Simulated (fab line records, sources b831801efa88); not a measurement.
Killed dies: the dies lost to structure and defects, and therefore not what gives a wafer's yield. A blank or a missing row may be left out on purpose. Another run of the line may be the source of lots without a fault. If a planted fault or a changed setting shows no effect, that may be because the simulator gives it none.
2 desks looking at one fault	flow sky130	every desk sees just its own numbers, and what lay behind them comes last

== AT THE METROLOGY DESK ==
Lot by lot, what the gauges showed, no matter which tool ran the lot: averages of those sampled wafers that carry a number. The brackets show how far a lot's mean lies from the usual mean; more than 4 standard deviations puts the lot out of limits, marked OUT.
Columns: A = DNWELL_TW at SKY_DNWELL_TW_MEAS_09, usual 1108
lot	first seen here	A
L209	day 3 16:25	1117
L210	day 3 22:07	1108
L211	day 4 03:22	1101
L212	day 4 08:36	1101
L215	day 5 01:10	1104
L216	day 5 03:46	1111
L217	day 5 10:11	1103
L225	day 7 07:11	1117
L226	day 7 16:25	1099
L228	day 8 00:09	1090
L230	day 8 10:23	1108
This desk found nothing out of limits on any of the 11 lots.

== THE TOOL OWNER'S DESK: plasma-asher-01 ==
The tool's own readings at SKY_FIELD_ISO_STRIP_16 (strips in O2/N2): means of the sampled wafers that have a number, for each lot that ran on this tool. The brackets show how far a lot's mean lies from the usual mean; more than 4 standard deviations puts the lot out of limits, marked OUT.
Columns: A = chamber-pressure-mTorr at SKY_FIELD_ISO_STRIP_16, usual 1500.0 mTorr; B = drypump-motor-current-A at SKY_FIELD_ISO_STRIP_16, usual 5.9 A; C = oes-product-au at SKY_FIELD_ISO_STRIP_16, usual 0.379 a.u.; D = strip-time-to-endpoint-s at SKY_FIELD_ISO_STRIP_16, usual 3.56 s
lot	first seen here	A	B	C	D
L210	day 2 20:43	1500.9	5.2	0.373	3.56
L226	day 6 09:20	1501.0	6.3	0.377	3.56
This desk found nothing out of limits on any of the 2 lots.

== BROUGHT TOGETHER ==
From the metrology desk's view, nothing was out of limits.
The desk of the tool owner found nothing out of limits.

== WHAT WAS PUT IN BY THE SIMULATOR ==
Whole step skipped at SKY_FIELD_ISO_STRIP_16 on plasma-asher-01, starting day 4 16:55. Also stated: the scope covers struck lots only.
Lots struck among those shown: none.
